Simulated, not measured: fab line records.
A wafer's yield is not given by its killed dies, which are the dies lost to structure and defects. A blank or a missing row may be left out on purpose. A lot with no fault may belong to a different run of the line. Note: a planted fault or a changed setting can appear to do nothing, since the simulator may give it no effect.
fab line records    flow sfqLine
record: lots: 14  wafers: 41  lastDay: 83
route steps=325 shown L0V@23 I1@86 M2@96 A5B@209
lots that met no fault: taken from a fault-free run of the same line
startH: hours from the record's first day to the start of the lot's first wafer shown    waitH: hours from the lot's prior step to this one    " the same as in the row above    L1.1+2: a row that stands for several wafers    - either no value or no given start    * or withheld: withheld    < > ~ a bound
route shown NAME@n: names a module that has steps shown in the file, with the first one's number in the route    usual: mean/standard deviation taken from wafers without a fault    same: alike in all rows    chamber/n: place in a boat    sites: the reading at each site    _std_site: standard deviation of those values    _edge_site: inner sites' mean taken away from outer sites' mean    radiusMm: how far each site lies from the wafer's centre    mask NAME#n: copy n    behind: the most recent tool/chamber to have shaped the wafer    hold: why the lot went on hold/how many hours it stayed there/how the hold came to an end    device: which transistor (n, p or np) failed to switch    end of line: the tests these same wafers got at the end of their route    step lacking rows: just its recipe    killed: at the first sort, the dies lost to defects and structure; wafer yield is something else    map: per-die view of a wafer (x killed, . not killed, _ where there is no die)
set.NAME: the run value of the setting; set.NAME@STEP: its run value at that earlier step    model.NAME: the simulator's own value behind a step, which no gauge read
the route's steps for a sample of lots (tables are steps, rows are wafers)
services: when a tool's chamber went out of use (startH, in hours from the record's first day, below 0 if earlier), for how many hours, and the reason
== steps ==
step: SFQ_L0V_OVL_MEAS_903
usual: L0V_OVL: 1/6.3
lot.wafer  tool        chamber  startH  waitH  L0V_OVL[nm]
L941.3     overlay-02  -        177.44  0.1    -3
L941.5     "           -        "       "      -7
L941.6     "           -        "       "      -16
L943.1     overlay-02  -        191.49  0.1    7
L943.2     "           -        "       "      10
L943.6     "           -        "       "      13
L944.5     overlay-01  -        204.95  0.0    1
L944.6     "           -        "       "      -2
L946.2     overlay-02  -        221.73  0.1    -2
L946.5     "           -        "       "      -11
L946.6     "           -        "       "      -6
L951.1     overlay-01  -        252.59  0.1    -2
L951.2     "           -        "       "      -3
L951.5     "           -        "       "      0
L952.3     overlay-01  -        263.95  0.1    6
L952.4     "           -        "       "      4
L952.6     "           -        "       "      6
L954.1     overlay-02  -        273.54  0.1    7
L954.2     "           -        "       "      6
L954.5     "           -        "       "      8
L955.1     overlay-02  -        282.07  0.1    6
L955.2     "           -        "       "      7
L955.5     "           -        "       "      11
L956.1     overlay-02  -        289.81  0.1    7
L956.5     "           -        "       "      -1
L956.6     "           -        "       "      0
L957.1     overlay-02  -        297.49  0.1    -7
L957.4     "           -        "       "      2
L957.6     "           -        "       "      -1
L958.1     overlay-02  -        304.69  0.1    2
L958.3     "           -        "       "      4
L958.5     "           -        "       "      3
L959.3     overlay-02  -        312.61  0.1    4
L959.4     "           -        "       "      3
L959.5     "           -        "       "      3
L960.2     overlay-02  -        319.80  0.1    -4
L960.4     "           -        "       "      -4
L960.6     "           -        "       "      -1
L961.1     overlay-02  -        326.99  0.1    3
L961.3     "           -        "       "      2
L961.5     "           -        "       "      7
step: SFQ_TRILAYER_I1_VIA_STRIP_STRIP_053
recipe: gas: O2  powerW: 200  platenTempC: 40  overashFraction: 0.65  chemistry: O2  pressureMtorr: 50
usual: drypumpMotorCurrentA: 5.6/0.36  oesProductAu: 0.993/0.013
same: overashFraction: 0.65
lot.wafer  tool         chamber  startH  waitH  drypumpMotorCurrentA  oesProductAu  rfHoursCounterH
L941.3     rieMetal-02  1        580.34  -      5.9                   0.999         -
L941.5     "            0        "       "      5.6                   0.981         -
L941.6     "            1        "       "      5.9                   0.985         -
L943.1     rieMetal-02  0        596.89  -      5.7                   0.988         64
L943.2     "            1        "       "      5.9                   0.999         79
L943.6     "            1        "       "      5.9                   1.003         -
L944.5     rieMetal-02  0        613.55  -      5.7                   0.989         -
L944.6     "            1        "       "      5.9                   1.003         -
L946.2     rieMetal-01  1        628.70  -      6.1                   0.986         45
L946.5     "            1        "       "      6.1                   0.988         -
L946.6     "            0        "       "      5.3                   0.971         -
L951.1     rieMetal-01  0        675.40  -      5.3                   0.976         10
L951.2     "            1        "       "      6.1                   0.990         52
L951.5     "            1        "       "      6.1                   0.995         -
L952.3     rieMetal-01  1        688.41  -      6.1                   0.994         -
L952.4     "            0        "       "      5.3                   0.971         -
L952.6     "            1        "       "      6.1                   0.993         -
L954.1     rieMetal-01  0        723.95  -      5.3                   0.973         18
L954.2     "            1        "       "      6.1                   0.987         59
L954.5     "            1        "       "      6.1                   0.979         -
L955.1     rieMetal-02  1        741.44  -      5.9                   0.991         102
L955.2     "            0        "       "      5.6                   0.998         86
L955.5     "            0        "       "      5.7                   1.000         -
L956.1     rieMetal-02  1        749.12  -      5.9                   1.002         102
L956.5     "            1        "       "      5.9                   0.993         -
L956.6     "            0        "       "      5.7                   1.000         -
L957.1     rieMetal-03  1        794.49  -      5.7                   0.981         74
L957.4     "            1        "       "      5.7                   0.989         -
L957.6     "            1        "       "      5.7                   0.987         -
L958.1     rieMetal-01  0        795.69  -      5.3                   0.957         28
L958.3     "            0        "       "      5.4                   0.972         -
L958.5     "            0        "       "      5.3                   0.975         -
L959.3     rieMetal-03  0        797.09  -      5.0                   1.015         -
L959.4     "            1        "       "      5.7                   0.986         -
L959.5     "            1        "       "      5.7                   0.987         -
L960.2     rieMetal-02  0        798.09  -      5.7                   1.005         96
L960.4     "            1        "       "      5.9                   0.985         -
L960.6     "            0        "       "      5.7                   0.983         -
L961.1     rieMetal-03  0        799.29  -      5.0                   1.014         85
L961.3     "            1        "       "      5.7                   0.981         -
L961.5     "            1        "       "      5.7                   0.982         -
step: SFQ_TRILAYER_M2_LITHO_PEB_060
recipe: pebTempC: 115  pebTimeS: 60  resist: KrF
usual: heaterPowerTotalW: 79.16/0.068  resistLineTempC: 23.00/0.1
lot.wafer  tool           chamber  startH  waitH  heaterPowerTotalW  resistLineTempC
L941.3     lithoTrack-04  0        741.57  0.7    79.14              22.98
L941.5     "              0        "       "      79.01              23.15
L941.6     "              0        "       "      79.20              22.87
L943.1     lithoTrack-03  0        756.05  1.0    79.14              22.95
L943.2     "              0        "       "      79.22              22.94
L943.6     "              0        "       "      80.50              22.99
L944.5     lithoTrack-03  0        770.55  0.3    79.15              22.95
L944.6     "              0        "       "      80.45              22.88
L946.2     lithoTrack-04  0        786.07  0.8    79.17              22.97
L946.5     "              0        "       "      79.18              22.93
L946.6     "              0        "       "      79.22              22.99
L951.1     lithoTrack-01  0        831.58  1.0    79.06              22.98
L951.2     "              0        "       "      79.09              23.15
L951.5     "              0        "       "      78.94              23.00
L952.3     lithoTrack-03  0        846.03  0.7    79.17              23.08
L952.4     "              0        "       "      79.19              23.06
L952.6     "              0        "       "      79.11              23.15
L954.1     lithoTrack-01  0        870.77  1.0    79.07              22.79
L954.2     "              0        "       "      79.15              22.86
L954.5     "              0        "       "      79.19              22.97
L955.1     lithoTrack-03  0        886.37  1.0    79.16              22.90
L955.2     "              0        "       "      79.23              23.11
L955.5     "              0        "       "      79.17              22.87
L956.1     lithoTrack-01  0        893.57  1.0    79.23              22.83
L956.5     "              0        "       "      79.24              22.88
L956.6     "              0        "       "      79.18              22.84
L957.1     lithoTrack-03  0        929.14  1.0    79.05              23.06
L957.4     "              0        "       "      79.21              22.97
L957.6     "              0        "       "      79.14              22.92
L958.1     lithoTrack-03  0        931.54  1.0    79.17              22.85
L958.3     "              0        "       "      79.12              22.92
L958.5     "              0        "       "      79.24              23.07
L959.3     lithoTrack-04  0        932.79  0.7    79.22              23.10
L959.4     "              0        "       "      79.24              23.08
L959.5     "              0        "       "      79.10              23.14
L960.2     lithoTrack-03  0        933.97  0.8    79.22              22.85
L960.4     "              0        "       "      79.12              22.77
L960.6     "              0        "       "      79.17              22.96
L961.1     lithoTrack-01  0        936.34  1.0    79.17              23.28
L961.3     "              0        "       "      79.02              23.14
L961.5     "              0        "       "      79.01              23.15
step: SFQ_TRILAYER_A5B_DEP_PECVD_129
recipe: material: SiO2  tempC: 150  timeS: 133.33  pressureTorr: 2.4  rfW: 183.3  precursor: SiH4/N2O  targetThkNm: 600
usual: heaterPowerW: 88/17  throttleValvePct: 25.5/2
lot.wafer  tool      chamber  startH   waitH  heaterPowerW  throttleValvePct
L941.3     pecvd-04  0        1312.85  0.0    100           25.6
L941.5     "         2        "        "      98            24.7
L941.6     "         0        "        "      105           25.5
L943.1     pecvd-01  1        1316.45  0.0    121           27.6
L943.2     "         2        "        "      81            25.3
L943.6     "         1        "        "      101           27.4
L944.5     pecvd-01  0        1318.90  0.0    70            25.7
L944.6     "         1        "        "      118           27.7
L946.2     pecvd-03  1        1447.11  0.0    73            27.8
L946.5     "         2        "        "      81            23.2
L946.6     "         0        "        "      106           24.7
L951.1     pecvd-04  0        1491.31  0.0    111           23.4
L951.2     "         1        "        "      87            23.5
L951.5     "         1        "        "      91            23.3
L952.3     pecvd-03  0        1496.11  0.0    111           24.8
L952.4     "         2        "        "      81            23.2
L952.6     "         1        "        "      75            27.9
L954.1     pecvd-01  2        1525.69  0.0    69            25.8
L954.2     "         1        "        "      112           29.0
L954.5     "         0        "        "      66            26.6
L955.1     pecvd-03  0        1528.09  0.0    111           25.0
L955.2     "         1        "        "      77            28.0
L955.5     "         2        "        "      77            23.1
L956.1     pecvd-01  0        1645.44  0.0    68            27.0
L956.5     "         0        "        "      71            27.0
L956.6     "         2        "        "      64            26.2
L957.1     pecvd-04  2        1657.62  0.0    84            23.5
L957.4     "         0        "        "      108           23.6
L957.6     "         1        "        "      97            24.0
L958.1     pecvd-01  2        1667.26  0.0    79            25.9
L958.3     "         1        "        "      105           28.8
L958.5     "         1        "        "      109           29.1
L959.3     pecvd-01  2        1675.66  0.0    66            25.8
L959.4     "         0        "        "      71            26.7
L959.5     "         2        "        "      71            26.1
L960.2     pecvd-01  2        1685.09  0.0    69            25.9
L960.4     "         1        "        "      109           29.0
L960.6     "         0        "        "      68            27.1
L961.1     pecvd-01  0        1692.75  0.0    71            26.9
L961.3     "         1        "        "      110           29.2
L961.5     "         1        "        "      119           29.4
== services ==
tool         chamber  startH   hours  kind
pecvd-01     -        563.75   14.0   pm
rieMetal-01  -        572.97   0.3    repair
rieMetal-02  -        578.29   0.3    repair
rieMetal-01  -        619.49   1.4    pm
rieMetal-01  -        647.45   2.8    pm
pecvd-01     -        684.17   0.8    repair
rieMetal-02  0        928.80   2.4    repair
pecvd-01     -        985.08   6.0    pm
pecvd-01     -        996.65   10.0   repair
pecvd-01     0        1012.20  10.4   repair
pecvd-01     1        1025.02  21.1   repair
rieMetal-02  1        1166.96  2.4    repair
pecvd-01     0        1242.84  3.8    repair
pecvd-01     1        1243.39  10.2   repair
rieMetal-02  0        1245.67  2.5    repair
pecvd-01     -        1291.60  1.2    repair
pecvd-01     0        1323.81  8.0    repair
rieMetal-02  -        1324.52  1.4    pm
rieMetal-02  0        1361.30  8.1    repair
pecvd-01     -        1386.83  2.8    pm
rieMetal-02  1        1487.13  19.3   repair
pecvd-01     0        1540.41  18.9   repair
pecvd-01     -        1541.03  5.4    repair
rieMetal-02  -        1626.85  2.8    pm
== key ==
firstSign: step: SFQ_TRILAYER_M2_LITHO_PEB_060  reading: heaterPowerTotalW  direction: up  sigmas: 19  usual: 79.16  struck: 80.47
effect none on later readings
metAt SFQ_TRILAYER_M2_LITHO_PEB_060
struckLots L943,L944
struckWafers L943.6,L944.6
notActingAt SFQ_L0V_OVL_MEAS_903,SFQ_TRILAYER_I1_VIA_STRIP_STRIP_053,SFQ_TRILAYER_A5B_DEP_PECVD_129
fault: kind: processParameterDrift  tool: lithoTrack-03  chamber: -  onsetH: 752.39  steps: SFQ_TRILAYER_M2_LITHO_PEB_060  channel: pebTimeS  offset: *  shape: step  endH: 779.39  scope: struckWafersOnly  actsIn: *  stated: *
